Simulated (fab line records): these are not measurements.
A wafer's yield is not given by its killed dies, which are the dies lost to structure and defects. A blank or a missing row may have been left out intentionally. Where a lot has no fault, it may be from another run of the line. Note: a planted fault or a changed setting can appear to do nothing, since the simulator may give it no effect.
2 desks, one fault -- flow sky130 -- only its own numbers are on each desk; what lay behind them is given at the end

## FROM THE METROLOGY DESK
What the gauges read, lot by lot, whatever tool the lot ran on: means of the sampled wafers that have a number. A lot is out of limits, marked OUT, if its mean lies more than 4 standard deviations from the usual mean; the brackets give that distance.
Columns: A = METAL5_ALCU_RS at SKY_METAL5_RS_MEAS_05, usual 0.0271 ohm/sq; B = METAL5_ALCU_THK at SKY_METAL5_THK_MEAS_06, usual 1153 nm
lot,first seen here,A,B
L746,day 43 08:16,0.0272,1146
L748,day 43 20:04,0.0271,1150
L751,day 44 16:20,0.0274,1134
L753,day 44 20:26,0.0270,1151
L754,day 45 09:11,0.0270,1160
L755,day 45 11:28,0.0272,1148
L760,day 46 21:24,0.0269,1166
L763,day 47 21:10,0.0472 (+77) OUT,880 (-21) OUT
L765,day 47 22:49,0.0473 (+78) OUT,884 (-21) OUT
L767,day 48 06:26,0.0267,1165
This desk reports L763, L765 out of limits; the earliest was L763 at day 47 21:10 (METAL5_ALCU_RS at SKY_METAL5_RS_MEAS_05). L746, L748, L751, L753, L754, L755, L760, L767: within limits.

## DESK OF THE TOOL OWNER: pvdSputter-01
The tool's own readings at SKY_METAL5_SPUTTER_02 (material AlCu, target thk 1150 nm, time 61.2 s): means of the sampled wafers that have a number, for each lot that ran on this tool. A lot is out of limits, marked OUT, if its mean lies more than 4 standard deviations from the usual mean; the brackets give that distance.
Columns: A = throttleValvePct at SKY_METAL5_SPUTTER_02, usual 30.5 %
lot,first seen here,A
L746,day 43 08:08,30.6
L760,day 46 21:16,30.5
L763,day 47 21:04,30.7
L765,day 47 22:41,30.7
This desk found nothing out of limits on any of the 4 lots.

## ALL TOGETHER
L763, L765 would have let the metrology desk raise an alarm at day 47 21:10.
The desk of the tool owner found nothing out of limits.
Tool owner's desk: L763, L765 on record, inside its limits.
On pvdSputter-01, each named lot ran SKY_METAL5_SPUTTER_02.

## WHAT THE SIMULATOR PUT IN
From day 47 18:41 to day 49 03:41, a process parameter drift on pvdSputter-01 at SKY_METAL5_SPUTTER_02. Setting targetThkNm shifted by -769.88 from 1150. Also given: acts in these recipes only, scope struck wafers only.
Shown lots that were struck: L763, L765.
Hours from the fault's start to each desk's first reading out of limits: the metrology desk, 2.
